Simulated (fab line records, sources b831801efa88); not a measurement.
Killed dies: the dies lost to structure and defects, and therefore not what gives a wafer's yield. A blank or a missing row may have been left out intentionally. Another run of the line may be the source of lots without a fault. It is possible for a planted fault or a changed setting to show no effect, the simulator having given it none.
One fault seen from 2 desks	flow sky130	every desk sees just its own numbers, and what lay behind them comes last

== METROLOGY DESK ==
What the gauges read, lot by lot, whatever tool the lot ran on: means of the sampled wafers that have a number. If a lot's mean is further than 4 standard deviations from the usual mean, the lot is out of limits and carries the mark OUT (the distance appears in the brackets).
Columns: A = VIA1_OVL at SKY_VIA1_OVL_MEAS_13, usual -3 nm; B = VIA1_W_RS at SKY_VIA1_RS_MEAS_22, usual 0.425 ohm/sq; C = VIA1_W_THK at SKY_VIA1_THK_MEAS_23, usual 268 nm
lot	first seen here	A	B	C
L102	day 34 01:47	1	0.430	265
L106	day 35 07:24	-11	0.421	269
L107	day 35 20:42	6	0.430	263
L119	day 39 19:17	5	0.423	269
L121	day 40 03:14	-8	0.422	269
L123	day 40 13:23	2	0.422	270
This desk's finding: nothing out of limits on any of the 6 lots.

== DESK OF THE TOOL OWNER: pvdSputter-02 ==
The tool's own readings at SKY_METAL2_SPUTTER_00 (material Ti, target thk 15 nm, time 10 s): means of the sampled wafers that have a number, for each lot that ran on this tool. If a lot's mean is further than 4 standard deviations from the usual mean, the lot is out of limits and carries the mark OUT (the distance appears in the brackets).
Columns: A = cathodeDcPowerW at SKY_METAL2_SPUTTER_00, usual 3000.0 W; B = throttleValvePct at SKY_METAL2_SPUTTER_00, usual 30.2 %
lot	first seen here	A	B
L106	day 35 08:44	3000.2	31.4
L107	day 35 22:03	3000.1	30.0
L119	day 39 20:44	2999.9	29.6
L123	day 40 14:47	2999.7	30.1
This desk's finding: nothing out of limits on any of the 4 lots.

== BROUGHT TOGETHER ==
Nothing out of limits was seen by the metrology desk.
The tool owner's desk saw nothing out of limits.

== WHAT WAS PUT IN BY THE SIMULATOR ==
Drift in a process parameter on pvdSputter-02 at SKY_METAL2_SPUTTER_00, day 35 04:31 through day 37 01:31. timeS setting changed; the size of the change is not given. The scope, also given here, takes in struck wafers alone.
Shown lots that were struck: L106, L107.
